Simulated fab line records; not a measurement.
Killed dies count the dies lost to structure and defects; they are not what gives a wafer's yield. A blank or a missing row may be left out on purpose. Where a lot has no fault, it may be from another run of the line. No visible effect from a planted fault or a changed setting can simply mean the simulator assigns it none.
Which tool is to blame? || flow gf180mcu || 18 wafers sampled from 6 lots at 1 step of a route of 602

## WHAT THE GAUGES SHOWED, per wafer
GF_SAB_OVL_MEAS_10.
{"lot": "L928", "measured": "day 16 05:32", "on": "overlay-01", "SAB_OVL (nm)": "-0.3 -2.1 -3.0"}
{"lot": "L931", "measured": "day 17 08:43", "on": "overlay-01", "SAB_OVL (nm)": "1.8 1.5 0.7"}
{"lot": "L937", "measured": "day 19 04:55", "on": "overlay-01", "SAB_OVL (nm)": "-0.8 -1.0 -0.8"}
{"lot": "L940", "measured": "day 20 05:56", "on": "overlay-02", "SAB_OVL (nm)": "-0.5 0.4 -0.2"}
{"lot": "L945", "measured": "day 22 02:37", "on": "overlay-02", "SAB_OVL (nm)": "0.9 2.1 1.0"}
{"lot": "L950", "measured": "day 23 20:28", "on": "overlay-02", "SAB_OVL (nm)": "2.5 2.5 2.9"}

## WHAT TOOL EACH LOT RAN ON (gives the tool, then ch and the chambers of the sampled wafers, and finally the start)
The record shows no process step preceding these readings.

## THE ANSWER, worked out from the rows above alone
Rule: usual is defined by the lots themselves. The widest of any qualifying gaps counts: lots, ordered by their means at a reading, are off when they make up no more than a third of the lots, leave a main group of 4 or more, and stand apart from it by 3 or more times the standard deviation of that group's means. A main group is skipped when, at the precision printed for the reading in the tables above, its means are all equal. A lot without any number at a reading at which 4 lots or more have one is off too. Where the step has rows for the other lots, those lots are counted as sound.
Across all readings shown, no lot is off: no conclusion can be drawn from this.

## WHAT THE SIMULATOR PUT IN
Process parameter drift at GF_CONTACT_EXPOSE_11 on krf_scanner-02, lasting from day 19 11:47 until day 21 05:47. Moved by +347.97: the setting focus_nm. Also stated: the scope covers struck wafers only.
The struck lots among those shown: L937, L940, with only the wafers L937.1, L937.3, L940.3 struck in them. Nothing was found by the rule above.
